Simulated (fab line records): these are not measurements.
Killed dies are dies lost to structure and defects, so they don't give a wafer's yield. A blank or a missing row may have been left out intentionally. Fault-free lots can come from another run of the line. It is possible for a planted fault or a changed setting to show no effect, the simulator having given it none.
fab line records ; flow sky130
record lots=6; wafers=18; lastDay=50
route steps=708 shown SONOS_TUNNEL@156 SONOS_ONO@168 PAD_OPEN@708
lots with no fault: from the same line, run without faults
startH: hours from the record's first day to the start of the lot's first wafer shown ; waitH: hours from the lot's prior step to this one ; " repeats the value in the row above ; L1.1+2: one row covering several wafers at once ; - no value, or no start was given ; * or withheld: withheld ; < > ~ a bound
route shown NAME@n: names a module that has steps shown in the file, with the first one's number in the route ; usual: mean/standard deviation taken from wafers without a fault ; same: alike in all rows ; chamber/n: place in a boat ; sites: each site's reading ; _std_site: how widely they spread, as a standard deviation ; _edge_site: inner sites' mean taken away from outer sites' mean ; radiusMm: how far each site lies from the wafer's centre ; mask NAME#n: copy n ; behind: tool/chamber where the wafer was last shaped ; hold: the reason the lot was held/the length of the hold in hours/how it ended ; device: the n, p or np transistor that did not switch ; end of line: tests run on the same wafers once the route is complete ; where a step has no rows: the recipe by itself ; killed: at the first sort, the dies lost to defects and structure; wafer yield is something else ; map: the dies of a wafer, with x for killed, . for not killed, _ for no die there
set.NAME: the run value of the setting; set.NAME@STEP: its run value at that earlier step ; model.NAME: the simulator's own value behind a step, which no gauge read
lots seen at some steps along the route; tables by step, rows by wafer
services: a tool's chamber out of use, with start hour (startH, from the record's first day; less than 0 if before it), hours out, and reason
## steps
# step SKY_SONOS_TUNNEL_COAT_02
# recipe resist=NOVOLAK; spinRpm=3000; resistThkNm=1140
# step SKY_SONOS_TUNNEL_SOFTBAKE_03
# recipe tempC=90; timeS=60; resist=NOVOLAK
# step SKY_SONOS_TUNNEL_EXPOSE_04
# recipe maskId=TUNM; na=0.6; sourceShape=conventional; sigmaOuter=0.6; polarization=unpolarized; targetCdNm=410; doseMj=136
# step SKY_SONOS_TUNNEL_PEB_05
# recipe tempC=withheld; timeS=*; resist=NOVOLAK
# step SKY_SONOS_TUNNEL_DEVELOP_06
# recipe resist=NOVOLAK; developer=TMAH; developTimeS=60; devTempC=23
# step SKY_SONOS_TUNNEL_CD_MEAS_07
# recipe targetCdNm=410
# usual cdNm=410.3/2.6
lot.wafer;tool;chamber;startH;waitH;cdNm
L286.1;cdSem-02;-;269.36;0.1;410.5
L286.2;cdSem-02;-;269.36;0.1;411.3
L286.3;cdSem-02;-;269.36;0.1;411.3
L287.2;cdSem-02;-;272.23;0.1;409.2
L287.3;cdSem-02;-;272.23;0.1;408.4
L287.4;cdSem-02;-;272.23;0.1;405.4
L296.2;cdSem-01;-;350.08;0.1;408.8
L296.3;cdSem-01;-;350.08;0.1;409.9
L296.5;cdSem-01;-;350.08;0.1;408.8
L299.3;cdSem-01;-;370.75;0.1;409.6
L299.5;cdSem-01;-;370.75;0.1;410.3
L299.6;cdSem-01;-;370.75;0.1;408.6
L303.1;cdSem-01;-;408.26;0.1;413.7
L303.2;cdSem-01;-;408.26;0.1;415.3
L303.5;cdSem-01;-;408.26;0.1;415.0
L305.1;cdSem-01;-;424.41;0.1;410.7
L305.2;cdSem-01;-;424.41;0.1;411.6
L305.5;cdSem-01;-;424.41;0.1;411.8
# step SKY_SONOS_TUNNEL_OVL_MEAS_08
# usual SONOS_TUNNEL_OVL=-0.7/1.7
lot.wafer;tool;chamber;startH;waitH;SONOS_TUNNEL_OVL[nm]
L286.1;overlay-01;-;269.48;0.1;3.9
L286.2;overlay-01;-;269.48;0.1;2.5
L286.3;overlay-01;-;269.48;0.1;0.5
L287.2;overlay-01;-;272.33;0.1;-1.7
L287.3;overlay-01;-;272.33;0.1;-3.0
L287.4;overlay-01;-;272.33;0.1;-2.1
L296.2;overlay-01;-;350.18;0.1;-2.3
L296.3;overlay-01;-;350.18;0.1;-0.8
L296.5;overlay-01;-;350.18;0.1;-2.1
L299.3;overlay-02;-;370.84;0.1;-4.1
L299.5;overlay-02;-;370.84;0.1;-1.2
L299.6;overlay-02;-;370.84;0.1;-1.6
L303.1;overlay-01;-;408.38;0.1;-2.8
L303.2;overlay-01;-;408.38;0.1;-2.7
L303.5;overlay-01;-;408.38;0.1;-2.2
L305.1;overlay-02;-;424.53;0.1;-0.1
L305.2;overlay-02;-;424.53;0.1;0.5
L305.5;overlay-02;-;424.53;0.1;0.5
# step SKY_SONOS_TUNNEL_IMPLANT_09
# recipe species=B; energyKev=20; doseCm2=1e+12; tiltDeg=withheld
# step SKY_SONOS_TUNNEL_WET_ETCH_10
# recipe chemistry=dHF; targetDepthNm=14; target=SiO2; dilution=100:1; tempC=25; timeS=280
# step SKY_SONOS_TUNNEL_STRIP_11
# recipe chemistry=SPM; timeS=600; tempC=130
# step SKY_SONOS_TUNNEL_TW_MEAS_12
# usual SONOS_TUNNEL_TW=196.0/1.3
lot.wafer;tool;chamber;startH;waitH;SONOS_TUNNEL_TW
L286.1;filmMetro-01;-;269.92;0.0;195.9
L286.2;filmMetro-01;-;269.92;0.0;195.6
L286.3;filmMetro-01;-;269.92;0.0;195.1
L287.2;filmMetro-02;-;272.78;0.0;199.1
L287.3;filmMetro-02;-;272.78;0.0;198.4
L287.4;filmMetro-02;-;272.78;0.0;198.7
L296.2;filmMetro-02;-;350.63;0.0;197.9
L296.3;filmMetro-02;-;350.63;0.0;196.7
L296.5;filmMetro-02;-;350.63;0.0;197.7
L299.3;filmMetro-04;-;371.40;0.0;194.6
L299.5;filmMetro-04;-;371.40;0.0;194.2
L299.6;filmMetro-04;-;371.40;0.0;194.7
L303.1;filmMetro-04;-;408.87;0.0;194.5
L303.2;filmMetro-04;-;408.87;0.0;194.3
L303.5;filmMetro-04;-;408.87;0.0;194.1
L305.1;filmMetro-04;-;424.99;0.0;195.6
L305.2;filmMetro-04;-;424.99;0.0;194.0
L305.5;filmMetro-04;-;424.99;0.0;193.7
# step SKY_SONOS_TUNNEL_CLEAN_13
# recipe chemistry=dHF; timeS=20; dilution=100:1; dry=ipaMarangoni
# step SKY_SONOS_ONO_OXIDATION_00
# recipe tempC=800; ambient=O2; idleTempC=700; rampUpCPerMin=10; rampDownCPerMin=3; stabiliseS=600; purgeS=300; targetThkA=26; oxTimeS=1249
# usual spikeTcBottomC=822.2/1.5; spikeTcCentreC=800.2/0.93; spikeTcLowerC=800.9/1.3; spikeTcTopC=817.3/2.3; spikeTcUpperC=800.1/1.5; tubeCenterTempC=800/0.072; tube_center_temp_C_max=802.1/0.36; zonePowerUpperPct=13.7/0.37
# same stabiliseS=600
lot.wafer;tool;chamber;startH;waitH;spikeTcBottomC;spikeTcCentreC;spikeTcLowerC;spikeTcTopC;spikeTcUpperC;tubeCenterTempC;tube_center_temp_C_max;zonePowerUpperPct;model.SiO2_of_SONOS_ONO_OXIDATION_00.thkNm
L286.1;furnace-01;0;271.80;1.8;821.4;798.3;801.0;815.2;797.0;799.98;802.2;13.3;2.622
L286.2;furnace-01;0;271.80;1.8;820.9;800.1;801.9;814.1;800.8;799.95;802.2;13.4;2.578
L286.3;furnace-01;0;271.80;1.8;819.7;801.2;801.4;814.7;800.5;800.03;802.9;13.3;2.638
L287.2;furnace-01;0;274.32;1.5;822.6;799.9;803.5;814.5;798.4;799.97;802.8;13.0;2.595
L287.3;furnace-01;0;274.32;1.5;819.6;801.3;801.7;815.9;798.9;799.88;801.8;13.3;2.627
L287.4;furnace-01;0;274.32;1.5;822.0;799.9;800.9;815.2;799.0;799.92;801.9;13.4;2.614
L296.2;furnace-01;0;350.94;0.2;818.0;800.6;800.7;814.5;798.2;799.94;803.1;13.2;2.667
L296.3;furnace-01;0;350.94;0.2;821.2;800.3;802.3;815.7;799.4;800.08;802.1;13.1;2.673
L296.5;furnace-01;0;350.94;0.2;820.1;799.9;801.0;815.1;797.9;799.99;802.2;13.2;2.619
L299.3;furnace-02;0;371.63;0.2;822.6;800.9;799.9;820.3;800.3;799.95;802.0;13.8;2.706
L299.5;furnace-02;0;371.63;0.2;822.7;800.1;802.0;817.8;802.4;799.83;802.0;14.0;2.655
L299.6;furnace-02;0;371.63;0.2;822.5;799.9;802.1;819.8;799.8;800.06;801.6;14.1;2.667
L303.1;furnace-02;0;408.94;0.0;830.2;805.1;804.2;824.5;807.0;805.08;807.2;14.0;2.774
L303.2;furnace-02;0;408.94;0.0;826.8;805.2;806.3;826.1;805.5;804.98;807.3;14.3;2.803
L303.5;furnace-02;0;408.94;0.0;827.3;804.1;805.5;823.6;807.7;805.04;806.9;14.3;2.807
L305.1;furnace-02;0;425.40;0.3;829.7;805.7;806.3;825.9;806.9;805.18;807.0;14.0;2.787
L305.2;furnace-02;0;425.40;0.3;831.3;807.0;804.8;825.1;806.3;805.14;806.8;14.2;2.797
L305.5;furnace-02;0;425.40;0.3;828.5;804.9;803.0;823.7;806.0;805.05;807.1;14.0;2.825
# step SKY_SONOS_ONO_THK_MEAS_01
# recipe reads=SiO2_of_SONOS_ONO_OXIDATION_00
# usual SONOS_ONO_OXIDATION_THK=2.61/0.063
lot.wafer;tool;chamber;startH;waitH;SONOS_ONO_OXIDATION_THK[nm]
L286.1;filmMetro-01;-;273.14;0.0;2.62
L286.2;filmMetro-01;-;273.14;0.0;2.57
L286.3;filmMetro-01;-;273.14;0.0;2.59
L287.2;filmMetro-03;-;275.67;0.0;2.60
L287.3;filmMetro-03;-;275.67;0.0;2.64
L287.4;filmMetro-03;-;275.67;0.0;2.62
L296.2;filmMetro-03;-;352.30;0.0;2.67
L296.3;filmMetro-03;-;352.30;0.0;2.70
L296.5;filmMetro-03;-;352.30;0.0;2.65
L299.3;filmMetro-03;-;373.00;0.0;2.66
L299.5;filmMetro-03;-;373.00;0.0;2.61
L299.6;filmMetro-03;-;373.00;0.0;2.66
L303.1;filmMetro-03;-;410.29;0.0;2.76
L303.2;filmMetro-03;-;410.29;0.0;2.84
L303.5;filmMetro-03;-;410.29;0.0;2.76
L305.1;filmMetro-01;-;426.75;0.0;2.75
L305.2;filmMetro-01;-;426.75;0.0;2.79
L305.5;filmMetro-01;-;426.75;0.0;2.83
# step SKY_SONOS_ONO_CVD_02
# recipe material=Si3N4; precursor=DCS/NH3; targetThkNm=10.5; tempC=770; timeS=180; pressureMtorr=250
# step SKY_PAD_OPEN_PROBE_99
# usual killed_at_M0_to_M3=44/7.2; killed_at_M4_up=2.9/1.8; killedAtContacts=24/5.6; killedAtFrontEnd=15/4.2; killedAtOther=0.4/0.71; killedDies=86/9.2; killedOnRim=16/3.6; killedOpen=47/7.2; killedShort=39/5.7
# same grossDies=492; killedAtBackSide=0
lot.wafer;tool;chamber;startH;waitH;killed_at_M0_to_M3;killed_at_M4_up;killedAtContacts;killedAtFrontEnd;killedAtOther;killedDies;killedOnRim;killedOpen;killedShort;model.etest.sonosErased.vtV;model.etest.sonosBaked.vtLessV
L286.1;prober-02;-;1088.58;0.1;45;2;18;16;1;82;18;42;40;-2.299;-0.4963
L286.2;prober-02;-;1088.63;0.1;46;2;18;13;2;81;12;39;42;-2.241;-0.5695
L286.3;prober-02;-;1088.68;0.2;53;1;14;16;1;85;14;34;51;-2.29;-0.4618
L287.2;prober-01;-;1095.53;0.1;47;4;18;13;0;82;21;44;38;-2.309;-0.4907
L287.3;prober-01;-;1095.58;0.2;33;2;29;30;0;94;13;51;42;-2.205;-0.5106
L287.4;prober-01;-;1095.63;0.2;36;3;23;16;0;78;17;42;35;-2.238;-0.4514
L296.2;prober-02;-;1155.27;0.1;47;2;27;20;0;96;19;53;40;-2.303;-0.5562
L296.3;prober-02;-;1155.32;0.2;46;4;21;17;0;88;21;51;37;-2.278;-0.5351
L296.5;prober-02;-;1155.42;0.2;38;3;17;16;1;75;13;41;33;-2.376;-0.5965
L299.3;prober-01;-;1166.97;0.2;41;4;19;15;0;79;12;41;38;-2.127;-0.4539
L299.5;prober-01;-;1167.07;0.2;54;3;20;12;0;89;14;53;36;-2.243;-0.5134
L299.6;prober-01;-;1167.12;0.2;46;2;16;17;0;81;13;38;43;-2.219;-0.4553
L303.1;prober-01;-;1185.38;0.1;49;0;22;14;0;85;15;44;41;-2.131;-0.3959
L303.2;prober-01;-;1185.43;0.1;40;3;28;9;0;80;16;50;29;-2.023;-0.3806
L303.5;prober-01;-;1185.58;0.2;41;3;21;16;1;82;18;45;36;-2.064;-0.4186
L305.1;prober-01;-;1197.13;0.1;32;2;26;14;0;74;19;35;38;-2.169;-0.4437
L305.2;prober-01;-;1197.18;0.1;40;3;15;15;1;74;9;35;39;-2.19;-0.3688
L305.5;prober-01;-;1197.33;0.2;29;0;27;11;0;67;9;36;30;-2.122;-0.4715
# killed by level:class
L286.1 VIA3:geometricParticle:open=12 VIA1:geometricParticle:open=7 VIA1:geometricParticle:short=6 FIELD_ISO:geometricParticle:short=5 LOCAL_INTERCONNECT:geometricParticle:short=5 METAL1:geometricParticle:short=5 POLY_GATE:geometricParticle:open=4 LI_CONTACT:geometricParticle:open=4
L286.2 VIA3:geometricParticle:open=9 LOCAL_INTERCONNECT:geometricParticle:short=6 METAL1:geometricParticle:short=6 VIA1:geometricParticle:short=6 VIA1:geometricParticle:open=6 METAL2:geometricParticle:short=6 CONTACT:geometricParticle:open=5 VIA2:geometricParticle:open=5
L286.3 VIA1:geometricParticle:open=9 VIA1:geometricParticle:short=9 METAL2:geometricParticle:short=8 POLY_GATE:geometricParticle:short=7 VIA3:geometricParticle:open=7 CONTACT:geometricParticle:short=6 METAL1:geometricParticle:short=6 VIA2:geometricParticle:open=5
L287.2 VIA1:geometricParticle:open=16 VIA1:geometricParticle:short=12 CONTACT:geometricParticle:open=6 POLY_GATE:geometricParticle:short=5 LI_CONTACT:geometricParticle:open=5 CONTACT:geometricParticle:short=4 FIELD_ISO:geometricParticle:open=3 LOCAL_INTERCONNECT:geometricParticle:short=3
L287.3 CONTACT:geometricParticle:open=13 VIA1:geometricParticle:open=9 FIELD_ISO:geometricParticle:short=8 POLY_GATE:geometricParticle:open=7 CONTACT:geometricParticle:short=7 FIELD_ISO:geometricParticle:open=5 POLY_GATE:geometricParticle:short=5 LI_CONTACT:geometricParticle:open=5
L287.4 CONTACT:geometricParticle:open=10 VIA1:geometricParticle:open=8 METAL2:geometricParticle:short=7 FIELD_ISO:geometricParticle:open=6 LI_CONTACT:geometricParticle:open=6 METAL1:geometricParticle:short=6 VIA3:geometricParticle:open=4 POLY_GATE:geometricParticle:short=3
L296.2 VIA1:geometricParticle:open=13 LI_CONTACT:geometricParticle:open=8 VIA1:geometricParticle:short=8 METAL1:geometricParticle:short=7 CONTACT:geometricParticle:open=7 FIELD_ISO:geometricParticle:open=5 LOCAL_INTERCONNECT:geometricParticle:short=5 METAL2:geometricParticle:short=5
L296.3 CONTACT:geometricParticle:open=9 VIA3:geometricParticle:open=9 METAL1:geometricParticle:short=7 VIA1:geometricParticle:short=7 VIA1:geometricParticle:open=7 VIA3:geometricParticle:short=5 POLY_GATE:geometricParticle:open=5 CONTACT:geometricParticle:short=5
L296.5 VIA1:geometricParticle:open=9 VIA3:geometricParticle:open=9 LOCAL_INTERCONNECT:geometricParticle:short=6 METAL1:geometricParticle:short=5 VIA2:geometricParticle:open=5 FIELD_ISO:geometricParticle:open=4 LI_CONTACT:geometricParticle:open=4 FIELD_ISO:geometricParticle:short=3
L299.3 VIA2:geometricParticle:open=8 VIA1:geometricParticle:open=6 CONTACT:geometricParticle:open=6 FIELD_ISO:geometricParticle:open=5 VIA3:geometricParticle:open=5 LOCAL_INTERCONNECT:geometricParticle:short=5 METAL2:geometricParticle:short=5 POLY_GATE:geometricParticle:short=4
L299.5 VIA1:geometricParticle:open=14 VIA1:geometricParticle:short=9 VIA2:geometricParticle:open=8 LI_CONTACT:geometricParticle:open=8 METAL2:geometricParticle:short=7 POLY_GATE:geometricParticle:open=5 CONTACT:geometricParticle:open=5 METAL1:geometricParticle:short=4
L299.6 VIA1:geometricParticle:open=10 VIA1:geometricParticle:short=10 METAL2:geometricParticle:short=6 LOCAL_INTERCONNECT:geometricParticle:short=5 CONTACT:geometricParticle:open=5 METAL3:geometricParticle:short=5 FIELD_ISO:geometricParticle:short=4 POLY_GATE:geometricParticle:short=4
L303.1 VIA1:geometricParticle:open=11 VIA2:geometricParticle:open=9 METAL2:geometricParticle:short=6 POLY_GATE:geometricParticle:short=5 LI_CONTACT:geometricParticle:open=5 CONTACT:geometricParticle:open=5 VIA1:geometricParticle:short=5 LOCAL_INTERCONNECT:geometricParticle:short=4
L303.2 CONTACT:geometricParticle:open=12 VIA1:geometricParticle:open=7 VIA2:geometricParticle:open=7 LI_CONTACT:geometricParticle:open=6 METAL1:geometricParticle:short=6 CONTACT:geometricParticle:short=5 METAL2:geometricParticle:open=4 VIA2:geometricParticle:short=4
L303.5 CONTACT:geometricParticle:open=10 METAL2:geometricParticle:short=10 VIA1:geometricParticle:open=7 VIA2:geometricParticle:open=6 VIA3:geometricParticle:open=5 FIELD_ISO:geometricParticle:open=4 CONTACT:geometricParticle:short=4 LOCAL_INTERCONNECT:geometricParticle:short=4
L305.1 CONTACT:geometricParticle:open=11 VIA2:geometricParticle:open=8 CONTACT:geometricParticle:short=5 METAL1:geometricParticle:short=5 METAL2:geometricParticle:short=4 LI_CONTACT:geometricParticle:short=4 LI_CONTACT:geometricParticle:open=4 VIA3:geometricParticle:open=4
L305.2 VIA1:geometricParticle:open=7 FIELD_ISO:geometricParticle:short=5 METAL2:geometricParticle:short=5 CONTACT:geometricParticle:short=5 VIA3:geometricParticle:open=5 VIA1:geometricParticle:short=5 FIELD_ISO:geometricParticle:open=4 POLY_GATE:geometricParticle:open=4
L305.5 LI_CONTACT:geometricParticle:open=8 CONTACT:geometricParticle:open=6 VIA2:geometricParticle:open=5 LOCAL_INTERCONNECT:geometricParticle:short=5 VIA3:geometricParticle:open=5 CONTACT:geometricParticle:short=4 METAL1:geometricParticle:short=4 VIA1:geometricParticle:short=4
## services
tool;chamber;startH;hours;kind
furnace-02;-;256.63;3.3;pm
furnace-02;-;259.90;3.5;pm
furnace-01;-;372.45;2.6;pm
furnace-02;-;410.29;3.9;pm
## key
firstSign step=SKY_SONOS_ONO_OXIDATION_00; reading=tubeCenterTempC; direction=up; sigmas=63; usual=*; struck=*
effect step=SKY_SONOS_ONO_OXIDATION_00; reading=tube_center_temp_C_max; direction=up; sigmas=14; usual=*; struck=*
effect step=SKY_SONOS_ONO_THK_MEAS_01; reading=SONOS_ONO_OXIDATION_THK; direction=up; sigmas=2.9; usual=2.61; struck=2.79
modelEffect step=SKY_SONOS_ONO_OXIDATION_00; value=SiO2_of_SONOS_ONO_OXIDATION_00.thkNm; without=2.602; struck=2.799
modelEffect step=SKY_PAD_OPEN_PROBE_99; value=etest.sonosErased.vtV; without=-2.287; struck=-2.117
metAt SKY_SONOS_ONO_OXIDATION_00
struckWafers L303.1,L303.2,L303.5,L305.1,L305.2,L305.5
testerLeftOut L303,L305
onsetBetween 371.63 408.94
fault kind=processParameterDrift; tool=furnace-02; chamber=-; onsetH=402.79; steps=SKY_SONOS_ONO_OXIDATION_00; channel=tempC; offset=*; shape=step; endH=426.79; actsIn=*; stated=*
# testerLeftOut: of these lots the tester's yield and bins aren't shown, on N5 and GAA mostly nor the transistor test; their killed dies are dies lost to structure and defects alone, not to doping, threshold or leakage, so they don't give the yield
